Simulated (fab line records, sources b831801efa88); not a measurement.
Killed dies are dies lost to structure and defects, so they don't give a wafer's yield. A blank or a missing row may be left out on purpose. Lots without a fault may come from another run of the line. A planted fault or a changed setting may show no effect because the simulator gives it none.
Which tool did it? | flow sky130 | 13 lots, 39 wafers sampled, at 3 steps of a route of 708

WHAT THE GAUGES READ, wafer by wafer
SKY_FIELD_ISO_THK_MEAS_04. Usual: FIELD_ISO_CVD_03_THK 165.2 nm, standard deviation 1.5.
lot  | measured    | on            | FIELD_ISO_CVD_03_THK (nm) | flag
L951 | day 1 18:29 | film_metro-03 | 167.2 167.8 166.8         |
L953 | day 2 05:17 | film_metro-04 | 163.7 163.9 163.3         |
L955 | day 2 16:54 | film_metro-04 | 166.4 167.0 166.2         |
L957 | day 3 04:01 | film_metro-02 | 166.1 165.3 165.8         |
L958 | day 3 08:05 | film_metro-02 | 165.8 166.7 164.8         |
L959 | day 3 13:28 | film_metro-03 | 163.6 166.7 165.0         |
L960 | day 3 15:30 | film_metro-04 | 167.8 167.4 167.6         |
L964 | day 4 11:46 | film_metro-02 | 167.1 166.7 165.1         |
L967 | day 5 02:56 | film_metro-04 | 166.4 167.0 167.2         |
L969 | day 5 14:13 | film_metro-03 | 164.9 163.9 164.8         |
L971 | day 6 01:23 | film_metro-02 | 163.8 162.2 161.9         |
L972 | day 6 09:40 | film_metro-03 | 165.6 165.5 166.5         |
L973 | day 6 15:04 | film_metro-03 | 163.6 163.7 164.8         |

SKY_SD_N_CD_MEAS_07: target cd 380 nm. Usual: cd_nm 380.5 nm, standard deviation 2.5.
lot  | measured     | on        | cd_nm (nm)        | flag
L951 | day 28 15:26 | cd_sem-02 | 376.9 377.5 377.7 |
L953 | day 29 14:33 | cd_sem-02 | 381.6 382.6 380.6 |
L955 | day 30 00:45 | cd_sem-02 | 381.7 378.7 381.9 |
L957 | day 30 21:34 | cd_sem-01 | 379.5 376.5 382.2 |
L958 | day 30 19:37 | cd_sem-01 | 383.1 381.4 381.8 |
L959 | day 31 09:52 | cd_sem-01 | 376.6 376.0 378.2 |
L960 | day 31 18:56 | cd_sem-01 | 379.9 378.0 378.5 |
L964 | day 32 22:27 | cd_sem-02 | 379.8 381.2 379.5 |
L967 | day 33 20:24 | cd_sem-02 | 383.0 380.7 381.6 |
L969 | day 34 09:06 | cd_sem-01 | 378.7 379.5 379.3 |
L971 | day 35 07:13 | cd_sem-01 | 378.1 380.7 381.2 |
L972 | day 35 13:13 | cd_sem-02 | 380.6 381.7 380.0 |
L973 | day 36 01:48 | cd_sem-02 | 382.7 379.9 379.6 |

WHICH TOOL RAN EACH LOT (tool, then ch and the chambers of the sampled wafers, then the start)
lot  | SKY_LDD_N_IMPLANT_10
L951 | implanter-04 ch 0, day 18 07:46
L953 | implanter-03 ch 0, day 19 10:31
L955 | implanter-01 ch 0, day 20 00:47
L957 | implanter-01 ch 0, day 20 21:28
L958 | implanter-03 ch 0, day 20 20:47
L959 | implanter-03 ch 0, day 21 11:16
L960 | implanter-04 ch 0, day 21 20:22
L964 | implanter-01 ch 0, day 23 03:37
L967 | implanter-04 ch 0, day 24 04:34
L969 | implanter-04 ch 0, day 24 18:12
L971 | implanter-03 ch 0, day 25 21:29
L972 | implanter-03 ch 0, day 26 04:55
L973 | implanter-03 ch 0, day 26 14:19
- SKY_LDD_N_IMPLANT_10

WHAT THE TOOLS THEMSELVES READ (means of the sampled wafers that have a number; where no wafer has one, the mark that the record gives instead)
SKY_LDD_N_IMPLANT_10. Usual: beam_on_s 9.99 s, standard deviation 0.2; dose_ions_cm2 7.5e+13, standard deviation 8.4e+10.
lot  | tool         | beam_on_s (s) | dose_ions_cm2 | flag
L951 | implanter-04 | 10.10         | 7.5e+13       |
L953 | implanter-03 | 10.07         | 7.5e+13       |
L955 | implanter-01 | 10.04         | 7.5e+13       |
L957 | implanter-01 | 9.89          | 7.5e+13       |
L958 | implanter-03 | 10.06         | 7.5e+13       |
L959 | implanter-03 | 9.92          | 7.5e+13       |
L960 | implanter-04 | 9.79          | 7.5e+13       |
L964 | implanter-01 | 9.93          | 7.5e+13       |
L967 | implanter-04 | 11.03         | 8.5e+13       | OFF
L969 | implanter-04 | 11.16         | 8.5e+13       | OFF
L971 | implanter-03 | 10.06         | 7.5e+13       |
L972 | implanter-03 | 9.86          | 7.5e+13       |
L973 | implanter-03 | 10.01         | 7.5e+13       |

THE ANSWER, worked out from the rows above alone
Rule: a lot is off if the mean of its wafers that have a number lies more than 3 standard deviations from the usual mean. A lot without any number at a reading at which 4 lots or more have one is off too. The other lots that the step has rows for count as sound. The gauges are gone through in route order, then the tools' own readings, and for those a lot's mean is taken as printed above. The first step at which some lot is off is used, and at that step the reading that is off furthest; a lot without a number counts as furthest.
Off: L967, L969, at SKY_LDD_N_IMPLANT_10 (dose_ions_cm2).
A tool fits if, at that step or a process step before it, it ran every lot that is off, and no sound lot after the first of them. One fits: implanter-04 at SKY_LDD_N_IMPLANT_10. Its last sound lot is L960 (day 21 20:22), its first lot that is off L967 (day 24 04:34): a fault that began between those two fits.
The tool's own readings at SKY_LDD_N_IMPLANT_10 bear it out: on the lots that are off they differ by more than 5 times the standard deviation of the sound lots' means. beam_on_s reads 11.09 s there against 9.98 s on the sound lots; dose_ions_cm2 reads 8.5e+13 there against 7.5e+13 on the sound lots.

WHAT THE SIMULATOR HAD PUT IN
Process parameter drift: implanter-04, from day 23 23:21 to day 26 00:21, at SKY_LDD_N_IMPLANT_10. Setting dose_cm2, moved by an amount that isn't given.
Lots struck among those shown: L967, L969. The rule above found the same.
